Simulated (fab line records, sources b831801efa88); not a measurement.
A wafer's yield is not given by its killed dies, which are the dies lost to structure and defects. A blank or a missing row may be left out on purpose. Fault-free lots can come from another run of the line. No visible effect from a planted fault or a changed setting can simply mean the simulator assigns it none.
Which tool is to blame? || flow sky130 || 11 lots, 33 wafers sampled, at 2 steps of a route of 708

WHAT THE GAUGES READ, wafer by wafer
SKY_SD_N_RS_MEAS_18: measurement is done with a four-point probe. Usual: RES_XHIGH_RS 333.2 ohm/sq, standard deviation 1.2.
{"lot": "L392", "measured": "day 29 10:26", "on": "film metro-02", "RES_XHIGH_RS (ohm/sq)": "332.9 333.0 333.9", "flag": ""}
{"lot": "L393", "measured": "day 29 16:38", "on": "film metro-02", "RES_XHIGH_RS (ohm/sq)": "334.6 335.8 333.4", "flag": ""}
{"lot": "L394", "measured": "day 29 19:58", "on": "film metro-03", "RES_XHIGH_RS (ohm/sq)": "332.7 331.4 334.0", "flag": ""}
{"lot": "L397", "measured": "day 31 06:10", "on": "film metro-03", "RES_XHIGH_RS (ohm/sq)": "331.8 330.7 331.4", "flag": ""}
{"lot": "L399", "measured": "day 31 11:30", "on": "film metro-04", "RES_XHIGH_RS (ohm/sq)": "341.5 341.2 340.7 340.7 340.2 340.4", "flag": "OFF"}
{"lot": "L400", "measured": "day 31 22:32", "on": "film metro-04", "RES_XHIGH_RS (ohm/sq)": "337.5 338.2 338.0 338.9 338.0 338.8", "flag": "OFF"}
{"lot": "L406", "measured": "day 34 13:50", "on": "film metro-04", "RES_XHIGH_RS (ohm/sq)": "334.6 334.6 333.2", "flag": ""}
{"lot": "L408", "measured": "day 35 12:32", "on": "film metro-02", "RES_XHIGH_RS (ohm/sq)": "335.0 334.6 335.3", "flag": ""}
{"lot": "L409", "measured": "day 35 17:44", "on": "film metro-02", "RES_XHIGH_RS (ohm/sq)": "331.9 332.3 333.2", "flag": ""}
{"lot": "L412", "measured": "day 35 21:39", "on": "film metro-03", "RES_XHIGH_RS (ohm/sq)": "334.4 334.1 334.5", "flag": ""}
{"lot": "L413", "measured": "day 36 05:56", "on": "film metro-04", "RES_XHIGH_RS (ohm/sq)": "332.5 332.1 332.8", "flag": ""}

WHICH TOOL RAN EACH LOT (tool, then ch and the chambers of the sampled wafers, then the start)
{"lot": "L392", "SKY_RES_XHIGH_IMPLANT_07": "implanter-01 ch 0, day 28 04:46"}
{"lot": "L393", "SKY_RES_XHIGH_IMPLANT_07": "implanter-04 ch 0, day 28 11:01"}
{"lot": "L394", "SKY_RES_XHIGH_IMPLANT_07": "implanter-03 ch 0, day 28 13:51"}
{"lot": "L397", "SKY_RES_XHIGH_IMPLANT_07": "implanter-03 ch 0, day 30 00:58"}
{"lot": "L399", "SKY_RES_XHIGH_IMPLANT_07": "implanter-04 ch 0, day 30 06:28"}
{"lot": "L400", "SKY_RES_XHIGH_IMPLANT_07": "implanter-04 ch 0, day 30 17:45"}
{"lot": "L406", "SKY_RES_XHIGH_IMPLANT_07": "implanter-03 ch 0, day 33 09:18"}
{"lot": "L408", "SKY_RES_XHIGH_IMPLANT_07": "implanter-04 ch 0, day 34 08:57"}
{"lot": "L409", "SKY_RES_XHIGH_IMPLANT_07": "implanter-03 ch 0, day 34 13:49"}
{"lot": "L412", "SKY_RES_XHIGH_IMPLANT_07": "implanter-01 ch 0, day 34 17:32"}
{"lot": "L413", "SKY_RES_XHIGH_IMPLANT_07": "implanter-03 ch 0, day 35 03:01"}
- SKY_RES_XHIGH_IMPLANT_07

WHAT THE TOOLS THEMSELVES READ (means of the sampled wafers that have a number; where no wafer has one, the mark that the record gives instead)
SKY_RES_XHIGH_IMPLANT_07. Usual: dose ions cm2 3.599e+14, standard deviation 3.6e+11; tilt deg -0.001 degrees, standard deviation 0.018.
{"lot": "L392", "tool": "implanter-01", "dose ions cm2": 3.600e+14, "tilt deg (degrees)": -0.020, "flag": ""}
{"lot": "L393", "tool": "implanter-04", "dose ions cm2": 3.595e+14, "tilt deg (degrees)": -0.006, "flag": ""}
{"lot": "L394", "tool": "implanter-03", "dose ions cm2": 3.601e+14, "tilt deg (degrees)": -0.008, "flag": ""}
{"lot": "L397", "tool": "implanter-03", "dose ions cm2": 3.601e+14, "tilt deg (degrees)": -0.032, "flag": ""}
{"lot": "L399", "tool": "implanter-04", "dose ions cm2": 3.531e+14, "tilt deg (degrees)": 0.004, "flag": "OFF"}
{"lot": "L400", "tool": "implanter-04", "dose ions cm2": 3.533e+14, "tilt deg (degrees)": 0.004, "flag": "OFF"}
{"lot": "L406", "tool": "implanter-03", "dose ions cm2": 3.605e+14, "tilt deg (degrees)": 0.025, "flag": ""}
{"lot": "L408", "tool": "implanter-04", "dose ions cm2": 3.602e+14, "tilt deg (degrees)": -0.007, "flag": ""}
{"lot": "L409", "tool": "implanter-03", "dose ions cm2": 3.598e+14, "tilt deg (degrees)": -0.014, "flag": ""}
{"lot": "L412", "tool": "implanter-01", "dose ions cm2": 3.599e+14, "tilt deg (degrees)": 0.025, "flag": ""}
{"lot": "L413", "tool": "implanter-03", "dose ions cm2": 3.597e+14, "tilt deg (degrees)": 0.003, "flag": ""}

THE ANSWER, worked out from the rows above alone
Rule: a lot is off if the mean of its wafers that have a number lies more than 3 standard deviations from the usual mean. Also off: a lot with no number at a reading for which 4 or more lots have one. The other lots that the step has rows for count as sound. The gauges are gone through in route order, then the tools' own readings, and for those a lot's mean is taken as printed above. The first step at which some lot is off is used, and at that step the reading that is off furthest; a lot without a number counts as furthest.
Off: L399, L400, seen at SKY_SD_N_RS_MEAS_18 (RES_XHIGH_RS).
A tool fits if, at a process step before that reading, it ran every lot that is off, and no sound lot after the first of them. Not tried: the gauges at SKY_SD_N_RS_MEAS_18; whatever is off there is also off at SKY_RES_XHIGH_IMPLANT_07, on other tools, and gauge error can't account for it. Of those tried, none fits.

WHAT THE SIMULATOR HAD INSERTED
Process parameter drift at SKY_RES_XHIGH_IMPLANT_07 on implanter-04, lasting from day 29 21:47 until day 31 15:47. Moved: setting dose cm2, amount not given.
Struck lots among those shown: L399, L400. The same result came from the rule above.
